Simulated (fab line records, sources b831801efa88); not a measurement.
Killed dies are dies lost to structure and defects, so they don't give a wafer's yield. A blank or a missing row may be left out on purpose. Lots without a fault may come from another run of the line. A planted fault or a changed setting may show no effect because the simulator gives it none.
Chamber matching | flow sky130 | SKY_SPACER_ETCHBACK_02 on rie_diel-03: 4 sister chambers
The step etches Si3N4 in CH3F/O2, stops on SiO2, time 46.7 s, target depth 45 nm. 8 wafers are shown with their chamber, then 7 later ones without.

WAFERS WITH THEIR CHAMBER
wafer  | chamber | drypump_motor_current_A (A) | rf_fwd_power_W (W)
L303.6 | 1       | 4.9                         | 397.2
L311.1 | 3       | 6.1                         | 392.4
L311.2 | 1       | 4.9                         | 398.1
L320.1 | 2       | 5.7                         | 392.7
L320.3 | 0       | 6.6                         | 397.0
L320.5 | 2       | 5.7                         | 392.3
L321.1 | 0       | 6.5                         | 396.1
L321.3 | 3       | 6.1                         | 392.2

WAFERS WITHOUT THEIR CHAMBER
wafer  | drypump_motor_current_A (A) | rf_fwd_power_W (W)
L321.5 | 4.9                         | 396.4
L323.2 | 4.9                         | 398.1
L323.4 | 6.5                         | 397.9
L323.6 | 5.7                         | 395.2
L325.1 | 4.9                         | 397.4
L325.4 | 6.1                         | 394.6
L325.5 | 4.9                         | 396.8

WHICH CHAMBER EACH WENT THROUGH
wafer  | from the rows above | in truth
L321.5 | 1                   | 1
L323.2 | 1                   | 1
L323.4 | 0                   | 0
L323.6 | 2                   | 2
L325.1 | 1                   | 1
L325.4 | 3                   | 3
L325.5 | 1                   | 1
Placed correctly: 7 of 7. Can't be placed from these rows: 0. Placed wrongly: 0.
How it was worked out, from the rows above alone: a wafer's distance from a chamber is the root of the sum, over the readings, of the square of ((its reading less the chamber's mean) divided by the reading's scatter). The wafer belongs to the nearest chamber; if the next one is less than 2 further off, it can't be placed. A chamber's mean is the mean of its shown wafers. The scatter: the root of (the sum of the squares of (reading less its chamber's mean) over the shown wafers, divided by (wafers less chambers)).
